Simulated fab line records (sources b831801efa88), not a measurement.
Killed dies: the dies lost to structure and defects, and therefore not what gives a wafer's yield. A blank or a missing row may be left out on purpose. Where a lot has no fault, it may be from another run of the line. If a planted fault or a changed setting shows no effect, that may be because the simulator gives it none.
Matching of chambers :: flow gf180mcu :: GF_V3_CMP_26 on cmp-01: 4 sister chambers
The step polishes, stops on SiO2, t overpolish 15 s, target thk 0 nm. 8 wafers are shown with their chamber, then 10 later ones without.

WAFERS WITH THEIR CHAMBER
wafer: L081.1
chamber: 0
motorCurrentA (A): 10.2
timeToEndpointS (s): 90

wafer: L081.5
chamber: 1
motorCurrentA (A): 10.5
timeToEndpointS (s): 80

wafer: L082.3
chamber: 0
motorCurrentA (A): 10.4
timeToEndpointS (s): 86

wafer: L082.5
chamber: 3
motorCurrentA (A): 15.0
timeToEndpointS (s): 82

wafer: L083.3
chamber: 1
motorCurrentA (A): 10.3
timeToEndpointS (s): 81

wafer: L083.5
chamber: 2
motorCurrentA (A): 9.4
timeToEndpointS (s): 81

wafer: L087.1
chamber: 3
motorCurrentA (A): 14.3
timeToEndpointS (s): 81

wafer: L087.3
chamber: 2
motorCurrentA (A): 9.1
timeToEndpointS (s): 76

WAFERS WHOSE CHAMBER IS MISSING
wafer: L087.5
motorCurrentA (A): 9.6
timeToEndpointS (s): 89

wafer: L089.4
motorCurrentA (A): 14.1
timeToEndpointS (s): 83

wafer: L089.5
motorCurrentA (A): 9.1
timeToEndpointS (s): 80

wafer: L089.6
motorCurrentA (A): 14.9
timeToEndpointS (s): 84

wafer: L093.2
motorCurrentA (A): 10.7
timeToEndpointS (s): 93

wafer: L093.3
motorCurrentA (A): 15.1
timeToEndpointS (s): 85

wafer: L093.4
motorCurrentA (A): 10.4
timeToEndpointS (s): 88

wafer: L095.1
motorCurrentA (A): 9.0
timeToEndpointS (s): 85

wafer: L095.2
motorCurrentA (A): 14.9
timeToEndpointS (s): 86

wafer: L095.4
motorCurrentA (A): 10.6
timeToEndpointS (s): 90

CHAMBER TAKEN BY EACH
wafer: L087.5
from the rows above: 0
in truth: 0

wafer: L089.4
from the rows above: 3
in truth: 3

wafer: L089.5
from the rows above: 2
in truth: 2

wafer: L089.6
from the rows above: 3
in truth: 3

wafer: L093.2
from the rows above: 0
in truth: 0

wafer: L093.3
from the rows above: 3
in truth: 3

wafer: L093.4
from the rows above: 0
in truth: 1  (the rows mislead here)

wafer: L095.1
from the rows above: can't be placed: 2 or 0
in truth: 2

wafer: L095.2
from the rows above: 3
in truth: 3

wafer: L095.4
from the rows above: 0
in truth: 0
8 of 10 placed correctly. From these rows, 1 cannot be placed; in 1 the true chamber is one of the candidates. 1 placed wrongly.
How it was worked out, from the rows above alone: a wafer's distance from a chamber is the root of the sum, over the readings, of the square of ((its reading less the chamber's mean) divided by the reading's scatter). If the next closest chamber is less than 2 further off than the closest, the wafer can't be placed; otherwise it belongs to the closest. Each chamber's mean is taken over the wafers shown for it. The scatter: take each reading less its chamber's mean, square it, sum over the shown wafers, divide by the number of wafers less the number of chambers, and take the root.
